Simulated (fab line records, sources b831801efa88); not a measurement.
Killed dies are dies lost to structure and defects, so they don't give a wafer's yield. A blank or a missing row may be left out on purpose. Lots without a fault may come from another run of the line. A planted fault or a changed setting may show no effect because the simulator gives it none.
Chamber matching | flow gf180mcu | GF_V2_CMP_04 on cmp-01: 4 sister chambers
The step polishes SiO2. 4 wafers are shown with their chamber, then 12 later ones without.

WAFERS WITH THEIR CHAMBER
wafer  | chamber | motor_current_A (A)
L083.2 | 0       | 9.7
L083.3 | 1       | 12.2
L084.3 | 3       | 10.2
L084.6 | 2       | 10.7

WAFERS WITHOUT THEIR CHAMBER
wafer  | motor_current_A (A)
L088.1 | 11.5
L088.3 | 10.7
L088.4 | 9.8
L090.3 | 10.8
L090.5 | 10.2
L090.6 | 12.2
L093.3 | 9.7
L093.4 | 10.6
L093.6 | 11.8
L094.3 | 10.9
L094.4 | 10.3
L094.5 | 10.0

WHICH CHAMBER EACH WENT THROUGH
wafer  | from the rows above          | in truth
L088.1 | can't be placed: 1 or 2      | 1
L088.3 | can't be placed: 2 or 3      | 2
L088.4 | can't be placed: 0 or 3      | 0
L090.3 | can't be placed: 2 or 3      | 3
L090.5 | can't be placed: 3 or 0 or 2 | 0
L090.6 | 1                            | 1
L093.3 | can't be placed: 0 or 3      | 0
L093.4 | can't be placed: 2 or 3      | 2
L093.6 | 1                            | 1
L094.3 | can't be placed: 2 or 3      | 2
L094.4 | can't be placed: 3 or 2 or 0 | 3
L094.5 | can't be placed: 3 or 0 or 2 | 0
Placed correctly: 2 of 12. Can't be placed from these rows: 10 (the true chamber is among the candidates in 10). Placed wrongly: 0.
How it was worked out, from the rows above alone: a wafer's distance from a chamber is the root of the sum, over the readings, of the square of ((its reading less the chamber's mean) divided by the reading's scatter). The wafer belongs to the nearest chamber; if the next one is less than 2 further off, it can't be placed. A chamber's mean is the mean of its shown wafers. The scatter: with one shown wafer a chamber, the root of the mean of the squares of how far each hidden wafer lies from its nearest shown one.
